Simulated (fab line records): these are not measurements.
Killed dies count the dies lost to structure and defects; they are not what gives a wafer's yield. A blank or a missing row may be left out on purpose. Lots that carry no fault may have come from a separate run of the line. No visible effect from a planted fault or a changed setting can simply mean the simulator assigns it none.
Which tool was responsible? ; flow gf180mcu ; 12 lots, 36 wafers sampled, at 5 steps of a route of 602

== WHAT THE GAUGES SHOWED, per wafer ==
GF_NWELL_TW_MEAS_11.
lot;measured;on;NWELL_TW
L409;day 3 14:25;film metro-04;1581 1582 1581
L411;day 4 00:25;film metro-03;1552 1552 1546
L412;day 4 06:35;film metro-04;1576 1565 1573
L414;day 4 17:25;film metro-02;1584 1577 1582
L415;day 4 23:29;film metro-03;1557 1550 1550
L418;day 5 14:13;film metro-03;1560 1556 1563
L420;day 6 01:39;film metro-02;1562 1574 1567
L424;day 6 23:52;film metro-02;1576 1578 1578
L425;day 7 05:05;film metro-04;1574 1577 1578
L427;day 7 15:15;film metro-03;1739 1739 1740
L429;day 8 03:54;film metro-04;1783 1772 1782
L430;day 8 08:00;film metro-04;1585 1577 1576

GF_VT_IMPLANT_RS_MEAS_47: the measuring method here is four-point-probe.
lot;measured;on;NWELL_RS (ohm/sq)
L409;day 7 22:28;film metro-02;487.8 487.7 488.6
L411;day 8 10:41;film metro-02;489.3 486.6 487.7
L412;day 8 17:05;film metro-02;488.1 487.7 489.2
L414;day 9 06:23;film metro-04;485.3 486.4 487.5
L415;day 9 14:41;film metro-03;486.9 486.0 485.7
L418;day 10 07:36;film metro-03;488.6 489.6 487.9
L420;day 10 22:15;film metro-03;488.3 489.7 488.6
L424;day 12 00:08;film metro-04;484.8 485.0 486.2
L425;day 12 07:10;film metro-04;488.8 487.2 488.7
L427;day 12 20:10;film metro-02;395.4 394.5 395.6
L429;day 13 11:44;film metro-02;394.6 395.5 394.5
L430;day 13 15:56;film metro-03;488.0 487.1 486.8

GF_CONTACT_OVL_MEAS_15.
lot;measured;on;CONTACT_OVL (nm)
L409;day 16 09:20;overlay-01;0 8 4
L411;day 17 05:29;overlay-01;2 2 1
L412;day 17 13:16;overlay-02;0 2 -1
L414;day 18 13:38;overlay-01;-2 0 -4
L415;day 19 01:50;overlay-01;2 3 2
L418;day 19 20:46;overlay-01;3 6 7
L420;day 20 22:41;overlay-01;1 3 3
L424;day 21 21:44;overlay-02;-5 3 1
L425;day 22 07:14;overlay-01;-9 -14 -12
L427;day 23 01:53;overlay-02;0 3 6
L429;day 24 00:16;overlay-01;-10 -10 -4
L430;day 24 02:02;overlay-02;2 -1 -2

== TOOL THAT RAN EACH LOT (tool first, then ch and the chambers of the sampled wafers, then the start) ==
lot;GF_NWELL_IMPLANT_08;GF_CONTACT_CVD_02
L409;implanter-04 ch 0, day 3 14:02;pecvd-03 ch 0,1, day 15 10:56
L411;implanter-01 ch 0, day 4 00:02;pecvd-03 ch 0,1, day 16 07:20
L412;implanter-01 ch 0, day 4 06:11;pecvd-02 ch 0,1,2, day 16 13:53
L414;implanter-01 ch 0, day 4 17:02;pecvd-02 ch 0,1, day 17 13:25
L415;implanter-01 ch 0, day 4 23:05;pecvd-01 ch 0,1,2, day 18 01:11
L418;implanter-01 ch 0, day 5 13:50;pecvd-03 ch 1,2, day 18 19:53
L420;implanter-04 ch 0, day 6 01:16;pecvd-01 ch 0,1, day 19 21:47
L424;implanter-04 ch 0, day 6 23:29;pecvd-01 ch 1,2, day 20 20:54
L425;implanter-04 ch 0, day 7 04:41;pecvd-03 ch 0,1,2, day 21 07:41
L427;implanter-04 ch 0, day 7 14:51;pecvd-03 ch 0,1, day 22 02:14
L429;implanter-04 ch 0, day 8 03:30;pecvd-02 ch 0,1, day 22 16:46
L430;implanter-03 ch 0, day 8 07:37;pecvd-01 ch 1,2, day 22 22:24
- GF_NWELL_IMPLANT_08
- GF_CONTACT_CVD_02: deposits SiO2 from TEOS, target thk 860 nm, time 95.992 s.

== WHAT THE TOOLS THEMSELVES READ (means of the sampled wafers that have a number; where no wafer has one, the mark that the record gives instead) ==
GF_NWELL_IMPLANT_08.
lot;tool;dose ions cm2;faraday current uA
L409;implanter-04;1.4989e+13;84.3
L411;implanter-01;1.5005e+13;85.2
L412;implanter-01;1.4990e+13;85.3
L414;implanter-01;1.4967e+13;85.4
L415;implanter-01;1.4994e+13;84.7
L418;implanter-01;1.4996e+13;84.6
L420;implanter-04;1.4997e+13;85.3
L424;implanter-04;1.5004e+13;85.2
L425;implanter-04;1.5003e+13;85.1
L427;implanter-04;2.2575e+13;130.2
L429;implanter-04;2.2588e+13;127.2
L430;implanter-03;1.5004e+13;84.4

GF_CONTACT_CVD_02.
lot;tool;heater power w (W)
L409;pecvd-03;734
L411;pecvd-03;674
L412;pecvd-02;599
L414;pecvd-02;640
L415;pecvd-01;653
L418;pecvd-03;692
L420;pecvd-01;596
L424;pecvd-01;627
L425;pecvd-03;741
L427;pecvd-03;724
L429;pecvd-02;637
L430;pecvd-01;629

== THE ANSWER, worked out from the rows above alone ==
Rule: the usual values come from the lots themselves. The widest of any qualifying gaps counts: lots, ordered by their means at a reading, are off when they make up no more than a third of the lots, leave a main group of 4 or more, and stand apart from it by 3 or more times the standard deviation of that group's means. Not used: any main group whose means are identical at the precision the tables above print for the reading. A lot without any number at a reading at which 4 lots or more have one is off too. Where the step has rows for the other lots, those lots are counted as sound. The gauges are gone through in route order, then the tools' own readings, and for those a lot's mean is taken as printed above. The first step at which some lot is off is used, and at that step the reading that is off furthest; a lot without a number counts as furthest.
Off: L427, L429, at GF_NWELL_TW_MEAS_11 (NWELL_TW). The main group: mean 1570, standard deviation 11.
A tool fits if, at a process step before that reading, it ran every lot that is off, and no sound lot after the first of them. Not tried: the gauges at GF_NWELL_TW_MEAS_11; whatever is off there is also off at GF_VT_IMPLANT_RS_MEAS_47, on other tools, and gauge error can't account for it. One fits: GF_NWELL_IMPLANT_08 on implanter-04. A fault onset in the window from L425 (day 7 04:41, its last sound lot) to L427 (day 7 14:51, its first lot off) fits.
The tool's own readings at GF_NWELL_IMPLANT_08 bear it out: on the lots that are off they differ by more than 5 times the standard deviation of the sound lots' means. dose ions cm2 reads 2.2582e+13 there against 1.4995e+13 on the sound lots; faraday current uA reads 128.7 there against 85.0 on the sound lots.

== WHAT WAS PUT IN BY THE SIMULATOR ==
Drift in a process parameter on implanter-04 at GF_NWELL_IMPLANT_08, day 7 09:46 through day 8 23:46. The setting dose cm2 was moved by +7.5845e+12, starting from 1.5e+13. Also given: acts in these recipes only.
Shown lots that were struck: L427, L429. The rule above found the same.
